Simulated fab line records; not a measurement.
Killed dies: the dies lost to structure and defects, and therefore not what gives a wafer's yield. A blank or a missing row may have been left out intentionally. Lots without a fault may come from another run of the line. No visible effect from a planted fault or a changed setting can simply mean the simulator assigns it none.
Chamber matching | flow sky130 | 4 sister chambers for SKY_POLY_GATE_ETCH_17 on rie si-02
The step etches poly-Si in HBr/Cl2, stops on SiO2, target depth 180 nm, time 70.5 s. 4 wafers are shown with their chamber, then 7 later ones without.

WAFERS, EACH WITH ITS CHAMBER
wafer  | chamber | oes product au (a.u.)
L494.5 | 0       | 0.981
L497.1 | 1       | 0.988
L501.5 | 2       | 0.980
L503.5 | 3       | 0.974

WAFERS WITH NO CHAMBER GIVEN
wafer  | oes product au (a.u.)
L503.6 | 0.979
L513.2 | 0.971
L513.3 | 0.979
L513.6 | 0.976
L515.1 | 0.983
L515.3 | 0.965
L515.5 | 0.983

CHAMBER TAKEN BY EACH
wafer  | from the rows above               | in truth
L503.6 | can't be placed: 2 or 0 or 3      | 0
L513.2 | can't be placed: 3 or 2 or 0      | 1
L513.3 | can't be placed: 2 or 0 or 3      | 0
L513.6 | can't be placed: 3 or 2 or 0      | 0
L515.1 | can't be placed: 0 or 2 or 1 or 3 | 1
L515.3 | can't be placed: 3 or 2 or 0      | 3
L515.5 | can't be placed: 0 or 2 or 1 or 3 | 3
Placed correctly: 0 of 7. These rows do not allow placing 7 (true chamber among the candidates in 6). 0 placed wrongly.
How it was worked out, from the rows above alone: a wafer's distance from a chamber is the root of the sum, over the readings, of the square of ((its reading less the chamber's mean) divided by the reading's scatter). The wafer belongs to the nearest chamber; if the next one is less than 2 further off, it can't be placed. A chamber's mean is the mean of its shown wafers. The scatter: with one shown wafer a chamber, the root of the mean of the squares of how far each hidden wafer lies from its nearest shown one.
